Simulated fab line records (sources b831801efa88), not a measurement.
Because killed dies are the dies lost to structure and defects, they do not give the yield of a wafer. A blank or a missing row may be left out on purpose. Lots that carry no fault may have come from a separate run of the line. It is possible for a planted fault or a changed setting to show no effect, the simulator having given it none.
fab line records	flow gf180mcu
record: lots: 24	wafers: 72	last_day: 34
route steps=602 shown HV_LDD@208 V1@351 V3@451 M4@458 MIM@513
lots with no fault: from the same line, run without faults
start_h: hours from the record's opening day to when the first of the lot's shown wafers began	wait_h: time in hours since the lot's previous step	" same as the row above	L1.1+2: a row that stands for several wafers	- no value, or no start was given	* or withheld: withheld	< > ~ a bound
route shown NAME@n: NAME is a module with steps in the file, n the number in the route of the first one	usual: mean/standard deviation of fault-free wafers	same: alike in all rows	chamber/n: place in a boat	sites: readings site by site	_std_site: the standard deviation of these	_edge_site: the outer-site mean with the inner-site mean subtracted	radius_mm: for every site, how far away it sits from the centre of the wafer	mask NAME#n: copy n	behind: the most recent tool/chamber to have shaped the wafer	hold: why the lot was held/for how many hours/how that ended	device: the transistor (n, p or np) that didn't switch	end of line: the tests these same wafers got at the end of their route	where a step has no rows: the recipe by itself	killed: at the first sort, the dies lost to defects and structure; wafer yield is something else	map: a wafer's dies, marking killed ones x, the rest . and places with no die _
set.NAME: the setting the step ran with; set.NAME@STEP: the setting that earlier step ran with	model.NAME: the simulator's own value behind a step, which no gauge read
route steps across a sampled set of lots; one table per step, one row per wafer
services: a tool's chamber out of use, with start hour (start_h, from the record's first day; less than 0 if before it), hours out, and reason
== steps ==
step: GF_HV_LDD_OVL_MEAS_32
usual: HV_LDD_02_OVL: 0.7/1.2
lot.wafer	tool	chamber	start_h	wait_h	HV_LDD_02_OVL[nm]
L074.1	overlay-01	-	249.01	0.1	1.6
L074.3	"	-	"	"	-0.9
L074.4	"	-	"	"	-0.2
L075.3	overlay-01	-	265.51	0.1	1.8
L075.4	"	-	"	"	1.3
L075.6	"	-	"	"	1.8
L076.2	overlay-01	-	270.66	0.1	-1.1
L076.3	"	-	"	"	-1.8
L076.5	"	-	"	"	0.3
L077.2	overlay-01	-	278.89	0.1	2.8
L077.4	"	-	"	"	1.4
L077.5	"	-	"	"	0.8
L078.2	overlay-01	-	287.24	0.1	-2.1
L078.3	"	-	"	"	-1.1
L078.4	"	-	"	"	-1.5
L079.2	overlay-02	-	291.74	0.1	1.5
L079.3	"	-	"	"	1.9
L079.4	"	-	"	"	3.2
L080.2	overlay-01	-	298.44	0.1	0.0
L080.3	"	-	"	"	0.6
L080.4	"	-	"	"	0.8
L081.1	overlay-01	-	309.66	0.1	2.7
L081.4	"	-	"	"	1.3
L081.5	"	-	"	"	2.6
L082.1	overlay-02	-	315.13	0.1	-0.3
L082.4	"	-	"	"	0.2
L082.6	"	-	"	"	1.0
L083.2	overlay-02	-	320.57	0.1	-0.7
L083.3	"	-	"	"	0.8
L083.4	"	-	"	"	1.7
L084.1	overlay-01	-	329.96	0.1	1.0
L084.2	"	-	"	"	0.1
L084.4	"	-	"	"	0.1
L085.2	overlay-02	-	338.60	0.1	0.7
L085.4	"	-	"	"	3.0
L085.6	"	-	"	"	0.2
L086.1	overlay-01	-	346.61	0.1	1.1
L086.2	"	-	"	"	0.3
L086.4	"	-	"	"	-1.8
L087.2	overlay-02	-	353.72	0.1	2.3
L087.3	"	-	"	"	0.4
L087.6	"	-	"	"	0.9
L088.4	overlay-02	-	362.15	0.1	2.2
L088.5	"	-	"	"	0.2
L088.6	"	-	"	"	-0.3
L089.1	overlay-02	-	369.66	0.1	3.1
L089.2	"	-	"	"	0.6
L089.6	"	-	"	"	0.3
L090.1	overlay-01	-	376.96	0.1	0.3
L090.2	"	-	"	"	1.4
L090.5	"	-	"	"	0.6
L091.2	overlay-01	-	387.90	0.1	1.7
L091.5	"	-	"	"	2.3
L091.6	"	-	"	"	1.4
L092.3	overlay-02	-	398.49	0.1	0.3
L092.5	"	-	"	"	0.2
L092.6	"	-	"	"	0.7
L093.1	overlay-01	-	407.50	0.1	-0.8
L093.3	"	-	"	"	-0.6
L093.4	"	-	"	"	-1.4
L094.1	overlay-01	-	411.38	0.1	-0.2
L094.3	"	-	"	"	0.6
L094.6	"	-	"	"	0.9
L095.1	overlay-01	-	417.43	0.1	0.6
L095.3	"	-	"	"	-0.6
L095.6	"	-	"	"	0.0
L096.1	overlay-01	-	422.13	0.1	1.7
L096.2	"	-	"	"	1.0
L096.3	"	-	"	"	1.5
L097.3	overlay-02	-	435.19	0.1	2.6
L097.4	"	-	"	"	0.1
L097.5	"	-	"	"	1.7
step: GF_V1_ETCH_16
recipe: chemistry: N2/H2	target_depth_a: withheld	overetch_a: withheld	time_s: withheld	target: BARC	ion_energy_ev: 200	source_w: 500	bias_w: 100	pressure_mtorr: 30	n2_flow_sccm: 100	h2_flow_sccm: 200
usual: drypump_motor_current_A: 5.7/0.45	oes_product_au: 0.855/0.0049	throttle_valve_pct: 13.225/0.0082
lot.wafer	tool	chamber	start_h	wait_h	drypump_motor_current_A	oes_product_au	throttle_valve_pct
L074.1	rie_diel-04	3	406.88	0.0	5.8	0.859	13.234
L074.3	"	1	"	"	5.5	0.855	13.232
L074.4	"	3	"	"	5.8	0.858	13.233
L076.2	rie_diel-01	0	432.50	0.0	6.3	0.849	13.228
L076.3	"	3	"	"	5.9	0.855	13.221
L076.5	"	3	"	"	5.9	0.851	13.228
L075.3	rie_diel-04	1	433.96	0.0	5.5	0.855	13.214
L075.4	"	1	"	"	5.5	0.854	13.232
L075.6	"	3	"	"	5.8	0.860	13.240
L077.2	rie_diel-04	1	442.75	0.0	5.5	0.856	13.230
L077.4	"	3	"	"	5.8	0.844	13.222
L077.5	"	0	"	"	5.2	0.865	13.220
L078.2	rie_diel-03	1	453.38	0.0	5.1	0.859	13.233
L078.3	"	3	"	"	6.6	0.864	13.207
L078.4	"	1	"	"	5.1	0.859	13.231
L079.2	rie_diel-01	2	456.23	0.0	5.7	0.861	13.234
L079.3	"	0	"	"	6.3	0.862	13.223
L079.4	"	0	"	"	6.3	0.858	13.218
L080.2	rie_diel-04	0	462.36	0.0	5.2	0.864	13.220
L080.3	"	3	"	"	5.8	0.860	13.226
L080.4	"	2	"	"	5.5	0.848	13.226
L081.1	rie_diel-03	0	479.70	0.0	5.7	0.854	13.232
L081.4	"	3	"	"	6.6	0.863	13.224
L081.5	"	2	"	"	6.6	0.854	13.231
L082.1	rie_diel-03	0	485.33	0.0	5.7	0.855	13.226
L082.4	"	2	"	"	6.5	0.848	13.223
L082.6	"	0	"	"	5.7	0.854	13.228
L083.2	rie_diel-03	0	493.18	0.0	5.7	0.853	13.212
L083.3	"	1	"	"	5.2	0.856	13.229
L083.4	"	2	"	"	6.6	0.859	13.237
L084.1	rie_diel-01	0	500.66	0.0	6.3	0.857	13.231
L084.2	"	1	"	"	5.2	0.851	13.207
L084.4	"	3	"	"	5.8	0.863	13.226
L085.2	rie_diel-03	0	511.36	0.0	5.7	0.850	13.234
L085.4	"	3	"	"	6.6	0.851	13.213
L085.6	"	2	"	"	6.6	0.858	13.224
L086.1	rie_diel-01	1	518.18	0.0	5.2	0.854	13.215
L086.2	"	2	"	"	5.7	0.858	13.233
L086.4	"	2	"	"	5.7	0.858	13.210
L087.2	rie_diel-01	3	527.86	0.0	5.9	0.850	13.237
L087.3	"	0	"	"	6.3	0.854	13.236
L087.6	"	2	"	"	5.7	0.861	13.219
L088.4	rie_diel-03	1	536.11	0.0	5.1	0.857	13.226
L088.5	"	0	"	"	5.7	0.852	13.239
L088.6	"	3	"	"	6.6	0.854	13.232
L089.1	rie_diel-01	0	543.27	0.0	6.3	0.853	13.241
L089.2	"	2	"	"	5.7	0.844	13.220
L089.6	"	2	"	"	5.7	0.854	13.210
L090.1	rie_diel-01	1	549.81	0.0	5.2	0.848	13.218
L090.2	"	3	"	"	5.9	0.850	13.219
L090.5	"	1	"	"	5.2	0.851	13.226
L091.2	rie_diel-01	0	561.31	0.0	6.3	0.852	13.232
L091.5	"	1	"	"	5.2	0.850	13.225
L091.6	"	2	"	"	5.7	0.858	13.226
L092.3	rie_diel-01	0	570.63	0.0	6.3	0.851	13.232
L092.5	"	2	"	"	5.7	0.856	13.228
L092.6	"	3	"	"	5.8	0.855	13.216
L093.1	rie_diel-01	2	581.20	0.0	5.7	0.851	13.222
L093.3	"	1	"	"	5.2	0.859	13.222
L093.4	"	0	"	"	6.3	0.861	13.219
L094.1	rie_diel-04	3	585.50	0.0	5.8	0.853	13.205
L094.3	"	2	"	"	5.5	0.846	13.229
L094.6	"	2	"	"	5.5	0.847	13.229
L095.1	rie_diel-04	0	587.21	0.0	5.2	0.854	13.223
L095.3	"	1	"	"	5.5	0.852	13.232
L095.6	"	3	"	"	5.8	0.848	13.235
L096.1	rie_diel-04	0	591.78	0.0	5.2	0.850	13.238
L096.2	"	1	"	"	5.5	0.856	13.224
L096.3	"	3	"	"	5.8	0.847	13.225
L097.3	rie_diel-04	3	603.78	0.0	5.8	0.860	13.222
L097.4	"	0	"	"	5.2	0.854	13.226
L097.5	"	2	"	"	5.5	0.855	13.221
step: GF_V3_SPUTTER_22
recipe: material: TiN	target_thk_nm: 10	chamber_pressure_pa: 5	power_w: 4000	time_s: 40
usual: throttle_valve_pct: 30.2/1.4
lot.wafer	tool	chamber	start_h	wait_h	throttle_valve_pct
L074.1	pvd_sputter-01	-	509.17	0.0	30.0
L074.3	"	-	"	"	31.9
L074.4	"	-	"	"	28.1
L076.2	pvd_sputter-02	-	534.08	0.0	32.6
L076.3	"	-	"	"	32.2
L076.5	"	-	"	"	32.5
L075.3	pvd_sputter-02	-	535.98	0.0	32.6
L075.4	"	-	"	"	29.5
L075.6	"	-	"	"	32.3
L077.2	pvd_sputter-04	-	543.81	0.0	29.0
L077.4	"	-	"	"	29.0
L077.5	"	-	"	"	29.9
L078.2	pvd_sputter-01	-	552.84	0.0	30.8
L078.3	"	-	"	"	28.4
L078.4	"	-	"	"	31.5
L079.2	pvd_sputter-04	-	555.27	0.0	30.7
L079.3	"	-	"	"	30.0
L079.4	"	-	"	"	29.1
L080.2	pvd_sputter-01	-	562.39	0.0	29.7
L080.3	"	-	"	"	28.2
L080.4	"	-	"	"	30.7
L081.1	pvd_sputter-02	-	577.48	0.0	32.5
L081.4	"	-	"	"	32.0
L081.5	"	-	"	"	29.5
L082.1	pvd_sputter-04	-	583.44	0.0	31.1
L082.4	"	-	"	"	29.9
L082.6	"	-	"	"	30.7
L083.2	pvd_sputter-01	-	589.58	0.0	28.3
L083.3	"	-	"	"	29.7
L083.4	"	-	"	"	31.6
L084.1	pvd_sputter-01	-	597.45	0.0	30.1
L084.2	"	-	"	"	31.4
L084.4	"	-	"	"	30.7
L085.2	pvd_sputter-04	-	607.23	0.0	29.2
L085.4	"	-	"	"	29.7
L085.6	"	-	"	"	29.1
L086.1	pvd_sputter-04	-	612.87	0.0	29.0
L086.2	"	-	"	"	29.8
L086.4	"	-	"	"	29.1
L087.2	pvd_sputter-02	-	621.11	0.0	31.9
L087.3	"	-	"	"	32.2
L087.6	"	-	"	"	29.5
L088.4	pvd_sputter-02	-	629.33	0.0	32.5
L088.5	"	-	"	"	32.7
L088.6	"	-	"	"	31.9
L089.1	pvd_sputter-01	-	636.22	0.0	31.6
L089.2	"	-	"	"	29.9
L089.6	"	-	"	"	28.1
L090.1	pvd_sputter-04	-	641.35	0.0	28.8
L090.2	"	-	"	"	29.0
L090.5	"	-	"	"	30.1
L091.2	pvd_sputter-01	-	651.98	0.0	27.9
L091.5	"	-	"	"	28.3
L091.6	"	-	"	"	30.1
L092.3	pvd_sputter-04	-	660.62	0.0	28.9
L092.5	"	-	"	"	30.0
L092.6	"	-	"	"	29.0
L093.1	pvd_sputter-04	-	669.67	0.0	28.9
L093.3	"	-	"	"	29.2
L093.4	"	-	"	"	30.0
L094.1	pvd_sputter-02	-	673.71	0.0	29.4
L094.3	"	-	"	"	32.5
L094.6	"	-	"	"	28.9
L095.1	pvd_sputter-02	-	674.92	0.0	32.6
L095.3	"	-	"	"	28.8
L095.6	"	-	"	"	28.8
L096.1	pvd_sputter-01	-	678.74	0.0	29.5
L096.2	"	-	"	"	31.2
L096.3	"	-	"	"	28.0
L097.3	pvd_sputter-02	-	688.97	0.0	29.6
L097.4	"	-	"	"	28.8
L097.5	"	-	"	"	32.0
step: GF_M4_SPUTTER_02
recipe: material: AlCu	target_thk_nm: 450	power_w: 10600	time_s: 23.9	chamber_pressure_pa: 0.4
usual: throttle_valve_pct: 30.1/1.1
lot.wafer	tool	chamber	start_h	wait_h	throttle_valve_pct
L074.1	pvd_sputter-03	-	509.93	0.0	30.1
L074.3	"	-	"	"	29.4
L074.4	"	-	"	"	29.6
L076.2	pvd_sputter-04	-	534.84	0.0	28.7
L076.3	"	-	"	"	29.1
L076.5	"	-	"	"	29.2
L075.3	pvd_sputter-02	-	536.74	0.0	28.7
L075.4	"	-	"	"	29.4
L075.6	"	-	"	"	29.2
L077.2	pvd_sputter-03	-	544.57	0.0	30.7
L077.4	"	-	"	"	29.3
L077.5	"	-	"	"	29.1
L078.2	pvd_sputter-03	-	553.66	0.0	29.3
L078.3	"	-	"	"	30.0
L078.4	"	-	"	"	30.6
L079.2	pvd_sputter-03	-	556.03	0.0	30.1
L079.3	"	-	"	"	29.3
L079.4	"	-	"	"	30.8
L080.2	pvd_sputter-04	-	563.15	0.0	30.0
L080.3	"	-	"	"	28.8
L080.4	"	-	"	"	29.3
L081.1	pvd_sputter-03	-	578.25	0.0	29.8
L081.4	"	-	"	"	29.6
L081.5	"	-	"	"	29.3
L082.1	pvd_sputter-02	-	584.21	0.0	32.7
L082.4	"	-	"	"	29.5
L082.6	"	-	"	"	32.0
L083.2	pvd_sputter-04	-	590.34	0.0	30.8
L083.3	"	-	"	"	29.8
L083.4	"	-	"	"	28.9
L084.1	pvd_sputter-03	-	598.22	0.0	30.4
L084.2	"	-	"	"	29.6
L084.4	"	-	"	"	29.5
L085.2	pvd_sputter-03	-	608.00	0.0	29.4
L085.4	"	-	"	"	30.9
L085.6	"	-	"	"	29.8
L086.1	pvd_sputter-02	-	613.63	0.0	29.2
L086.2	"	-	"	"	32.4
L086.4	"	-	"	"	29.6
L087.2	pvd_sputter-04	-	621.87	0.0	29.3
L087.3	"	-	"	"	31.0
L087.6	"	-	"	"	28.5
L088.4	pvd_sputter-02	-	630.10	0.0	32.0
L088.5	"	-	"	"	32.7
L088.6	"	-	"	"	31.9
L089.1	pvd_sputter-02	-	636.99	0.0	31.8
L089.2	"	-	"	"	29.5
L089.6	"	-	"	"	29.6
L090.1	pvd_sputter-02	-	642.12	0.0	29.4
L090.2	"	-	"	"	32.5
L090.5	"	-	"	"	29.7
L091.2	pvd_sputter-04	-	652.75	0.0	30.8
L091.5	"	-	"	"	30.0
L091.6	"	-	"	"	30.9
L092.3	pvd_sputter-04	-	661.67	0.0	30.8
L092.5	"	-	"	"	28.9
L092.6	"	-	"	"	30.7
L093.1	pvd_sputter-03	-	670.44	0.0	29.5
L093.3	"	-	"	"	29.9
L093.4	"	-	"	"	30.7
L094.1	pvd_sputter-02	-	674.48	0.0	29.0
L094.3	"	-	"	"	32.6
L094.6	"	-	"	"	28.9
L095.1	pvd_sputter-03	-	675.69	0.0	29.6
L095.3	"	-	"	"	30.8
L095.6	"	-	"	"	29.3
L096.1	pvd_sputter-03	-	679.51	0.0	29.5
L096.2	"	-	"	"	30.0
L096.3	"	-	"	"	30.7
L097.3	pvd_sputter-04	-	689.92	0.0	29.2
L097.4	"	-	"	"	30.9
L097.5	"	-	"	"	30.9
step: GF_M4_OVL_MEAS_15
usual: M4_OVL: 1/5.3
lot.wafer	tool	chamber	start_h	wait_h	M4_OVL[nm]
L074.1	overlay-02	-	532.88	0.1	2
L074.3	"	-	"	"	1
L074.4	"	-	"	"	-5
L076.2	overlay-01	-	557.15	0.1	-8
L076.3	"	-	"	"	-6
L076.5	"	-	"	"	4
L075.3	overlay-02	-	559.11	0.1	5
L075.4	"	-	"	"	0
L075.6	"	-	"	"	1
L077.2	overlay-02	-	566.93	0.1	1
L077.4	"	-	"	"	0
L077.5	"	-	"	"	0
L078.2	overlay-02	-	575.68	0.1	-4
L078.3	"	-	"	"	1
L078.4	"	-	"	"	2
L079.2	overlay-01	-	578.04	0.1	3
L079.3	"	-	"	"	2
L079.4	"	-	"	"	-4
L080.2	overlay-02	-	584.44	0.1	0
L080.3	"	-	"	"	0
L080.4	"	-	"	"	1
L081.1	overlay-01	-	599.98	0.1	0
L081.4	"	-	"	"	-4
L081.5	"	-	"	"	-6
L082.1	overlay-02	-	605.53	0.1	11
L082.4	"	-	"	"	-5
L082.6	"	-	"	"	-1
L083.2	overlay-01	-	610.95	0.1	0
L083.3	"	-	"	"	14
L083.4	"	-	"	"	7
L084.1	overlay-01	-	619.23	0.1	9
L084.2	"	-	"	"	6
L084.4	"	-	"	"	9
L085.2	overlay-02	-	628.79	0.1	8
L085.4	"	-	"	"	0
L085.6	"	-	"	"	-5
L086.1	overlay-02	-	634.33	0.1	2
L086.2	"	-	"	"	-5
L086.4	"	-	"	"	-6
L087.2	overlay-02	-	642.38	0.1	4
L087.3	"	-	"	"	0
L087.6	"	-	"	"	4
L088.4	overlay-02	-	650.60	0.1	-7
L088.5	"	-	"	"	3
L088.6	"	-	"	"	-14
L089.1	overlay-02	-	656.94	0.1	5
L089.2	"	-	"	"	0
L089.6	"	-	"	"	-3
L090.1	overlay-02	-	661.02	0.1	-10
L090.2	"	-	"	"	-7
L090.5	"	-	"	"	-1
L091.2	overlay-02	-	672.33	0.1	9
L091.5	"	-	"	"	-3
L091.6	"	-	"	"	6
L092.3	overlay-02	-	680.54	0.1	-2
L092.5	"	-	"	"	1
L092.6	"	-	"	"	1
L093.1	overlay-02	-	689.19	0.1	8
L093.3	"	-	"	"	-2
L093.4	"	-	"	"	2
L094.1	overlay-02	-	693.28	0.1	1
L094.3	"	-	"	"	4
L094.6	"	-	"	"	3
L095.1	overlay-02	-	694.92	0.1	0
L095.3	"	-	"	"	7
L095.6	"	-	"	"	-5
L096.1	overlay-02	-	698.12	0.1	-4
L096.2	"	-	"	"	11
L096.3	"	-	"	"	-2
L097.3	overlay-02	-	708.49	0.1	-2
L097.4	"	-	"	"	0
L097.5	"	-	"	"	2
step: GF_MIM_RS_MEAS_10
recipe: thk_meas_gauge: four-point-probe	reads: TiN_of_MIM_SPUTTER_09+AlCu_of_MIM_SPUTTER_08+TiN_of_MIM_SPUTTER_07
usual: MIM_ALCU_RS: 0.1607/0.002
lot.wafer	tool	chamber	start_h	wait_h	MIM_ALCU_RS[ohm/sq]
L074.1	film_metro-03	-	558.81	0.0	0.1596
L074.3	"	-	"	"	0.1605
L074.4	"	-	"	"	0.1593
L076.2	film_metro-04	-	582.32	0.0	0.1584
L076.3	"	-	"	"	0.1578
L076.5	"	-	"	"	0.1586
L075.3	film_metro-03	-	584.03	0.1	0.1597
L075.4	"	-	"	"	0.1611
L075.6	"	-	"	"	0.1605
L077.2	film_metro-01	-	592.14	0.0	0.1589
L077.4	"	-	"	"	0.1599
L077.5	"	-	"	"	0.1602
L078.2	film_metro-04	-	600.05	0.0	0.1605
L078.3	"	-	"	"	0.1591
L078.4	"	-	"	"	0.1578
L079.2	film_metro-04	-	602.50	0.0	0.1592
L079.3	"	-	"	"	0.1609
L079.4	"	-	"	"	0.1600
L080.2	film_metro-01	-	609.32	0.1	0.1591
L080.3	"	-	"	"	0.1621
L080.4	"	-	"	"	0.1595
L081.1	film_metro-04	-	624.20	0.0	0.1609
L081.4	"	-	"	"	0.1617
L081.5	"	-	"	"	0.1630
L082.1	film_metro-04	-	629.43	0.0	0.1628
L082.4	"	-	"	"	0.1616
L082.6	"	-	"	"	0.1620
L083.2	film_metro-04	-	635.35	0.0	0.1639
L083.3	"	-	"	"	0.1628
L083.4	"	-	"	"	0.1636
L084.1	film_metro-03	-	643.08	0.0	0.1625
L084.2	"	-	"	"	0.1627
L084.4	"	-	"	"	0.1627
L085.2	film_metro-04	-	652.15	0.0	0.1642
L085.4	"	-	"	"	0.1632
L085.6	"	-	"	"	0.1620
L086.1	film_metro-04	-	657.95	0.0	0.1588
L086.2	"	-	"	"	0.1577
L086.4	"	-	"	"	0.1595
L087.2	film_metro-01	-	665.67	0.0	0.1593
L087.3	"	-	"	"	0.1587
L087.6	"	-	"	"	0.1572
L088.4	film_metro-01	-	673.12	0.1	0.1584
L088.5	"	-	"	"	0.1572
L088.6	"	-	"	"	0.1589
L089.1	film_metro-03	-	679.02	0.0	0.1570
L089.2	"	-	"	"	0.1579
L089.6	"	-	"	"	0.1573
L090.1	film_metro-03	-	683.39	0.0	0.1630
L090.2	"	-	"	"	0.1628
L090.5	"	-	"	"	0.1621
L091.2	film_metro-01	-	694.27	0.0	0.1631
L091.5	"	-	"	"	0.1629
L091.6	"	-	"	"	0.1628
L092.3	film_metro-03	-	702.85	0.1	0.1594
L092.5	"	-	"	"	0.1610
L092.6	"	-	"	"	0.1595
L093.1	film_metro-04	-	711.13	0.0	0.1611
L093.3	"	-	"	"	0.1621
L093.4	"	-	"	"	0.1597
L094.1	film_metro-03	-	714.94	0.0	0.1609
L094.3	"	-	"	"	0.1608
L094.6	"	-	"	"	0.1618
L095.1	film_metro-04	-	717.07	0.0	0.1619
L095.3	"	-	"	"	0.1607
L095.6	"	-	"	"	0.1607
L096.1	film_metro-04	-	719.82	0.0	0.1594
L096.2	"	-	"	"	0.1575
L096.3	"	-	"	"	0.1581
L097.3	film_metro-03	-	729.11	0.1	0.1652
L097.4	"	-	"	"	0.1655
L097.5	"	-	"	"	0.1655
== services ==
tool	chamber	start_h	hours	kind
rie_diel-04	3	398.07	3.3	repair
rie_diel-04	2	398.86	46.9	repair
pvd_sputter-02	-	412.88	5.0	repair
pvd_sputter-01	-	434.46	1.3	repair
rie_diel-03	2	452.54	12.0	repair
rie_diel-03	1	467.97	8.5	repair
pvd_sputter-02	-	468.21	3.4	repair
rie_diel-01	-	495.86	0.1	repair
pvd_sputter-04	-	510.33	2.0	repair
pvd_sputter-01	-	538.21	3.4	repair
pvd_sputter-02	-	542.69	24.9	repair
rie_diel-01	-	543.99	0.2	repair
rie_diel-04	-	548.82	1.1	repair
rie_diel-01	3	551.58	6.4	repair
pvd_sputter-04	-	565.47	3.3	repair
pvd_sputter-02	-	597.88	0.5	repair
rie_diel-04	0	614.57	5.5	repair
rie_diel-01	0	634.40	3.2	repair
pvd_sputter-04	-	655.53	2.1	repair
pvd_sputter-02	-	663.89	8.5	repair
rie_diel-04	0	666.67	3.7	repair
rie_diel-01	-	679.32	2.9	repair
pvd_sputter-04	-	682.50	5.5	repair
rie_diel-01	2	684.54	10.8	repair
== key ==
fault none
